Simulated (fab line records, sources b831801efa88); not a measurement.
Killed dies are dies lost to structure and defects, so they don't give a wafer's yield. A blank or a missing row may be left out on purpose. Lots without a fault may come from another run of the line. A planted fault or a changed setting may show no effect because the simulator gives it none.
One fault seen from 2 desks | flow sky130 | each desk has only its own numbers; what lay behind them comes last

THE TOOL OWNER'S DESK: implanter-02
The tool's own readings at SKY_LDD_P_IMPLANT_09: means of the sampled wafers that have a number, for each lot that ran on this tool. A lot is out of limits, marked OUT, if its mean lies more than 4 standard deviations from the usual mean; the brackets give that distance.
Columns: A = beam_energy_keV at SKY_LDD_P_IMPLANT_09, usual 25.001; B = dose_ions_cm2 at SKY_LDD_P_IMPLANT_09, usual 9.999e+12; C = end_station_pressure_torr at SKY_LDD_P_IMPLANT_09, usual 5.05e-06 Torr; D = faraday_current_uA at SKY_LDD_P_IMPLANT_09, usual 56.6
lot  | first seen here | A      | B                           | C        | D
L565 | day 18 22:30    | 25.007 | 9.990e+12                   | 5.20e-06 | 56.2
L573 | day 22 17:16    | 24.994 | 9.992e+12                   | 4.80e-06 | 57.1
L578 | day 24 07:44    | 25.003 | 1.001e+13                   | 5.07e-06 | 55.9
L582 | day 25 12:13    | 24.996 | 8.466e+12 (-99 or more) OUT | 5.07e-06 | 47.8 (-8.0) OUT
L585 | day 26 06:51    | 24.995 | 8.458e+12 (-99 or more) OUT | 5.01e-06 | 47.5 (-8.2) OUT
This desk's finding: out of limits on L582, L585; first on L582, day 25 12:13 (dose_ions_cm2 at SKY_LDD_P_IMPLANT_09). In limits: L565, L573, L578.

THE METROLOGY DESK
What the gauges read, lot by lot, whatever tool the lot ran on: means of the sampled wafers that have a number. A lot is out of limits, marked OUT, if its mean lies more than 4 standard deviations from the usual mean; the brackets give that distance.
Columns: A = SONOS_ONO_CVD_04_THK at SKY_SONOS_ONO_THK_MEAS_05, usual 5.80 nm; B = POLY_GATE_CVD_03_THK at SKY_POLY_GATE_THK_MEAS_04, usual 74.8 nm; C = LDD_P_TW at SKY_LDD_P_TW_MEAS_11, usual 631
lot  | first seen here | A    | B    | C
L565 | day 11 14:16    | 5.55 | 75.2 | 631
L570 | day 14 04:44    | 5.92 | 75.3 | 632
L571 | day 14 04:44    | 5.99 | 74.3 | 632
L573 | day 14 21:16    | 5.99 | 75.3 | 632
L572 | day 14 22:31    | 5.83 | 74.9 | 634
L578 | day 16 07:47    | 5.91 | 74.4 | 635
L582 | day 17 10:27    | 5.70 | 75.4 | 604 (-7.5) OUT
L585 | day 18 07:17    | 5.72 | 75.1 | 600 (-8.5) OUT
L586 | day 18 15:30    | 5.85 | 74.3 | 629
L587 | day 19 01:42    | 5.65 | 74.5 | 626
L588 | day 19 04:55    | 5.54 | 74.3 | 631
This desk's finding: out of limits on L582, L585; first on L582, day 25 12:26 (LDD_P_TW at SKY_LDD_P_TW_MEAS_11). In limits: L565, L570, L571, L573, L572, L578, L586, L587, L588.

PUT TOGETHER
The tool owner's desk could have raised an alarm at day 25 12:13, on L582, L585.
The metrology desk could have raised an alarm at day 25 12:26, on L582, L585.
Of the lots named, all ran SKY_LDD_P_IMPLANT_09 on implanter-02.

WHAT THE SIMULATOR HAD PUT IN
Process parameter drift: implanter-02, from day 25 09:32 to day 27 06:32, at SKY_LDD_P_IMPLANT_09. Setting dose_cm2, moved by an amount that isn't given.
Lots struck among those shown: L582, L585.
Hours from the fault's start to each desk's first reading out of limits: the tool owner's desk, 3; the metrology desk, 3.
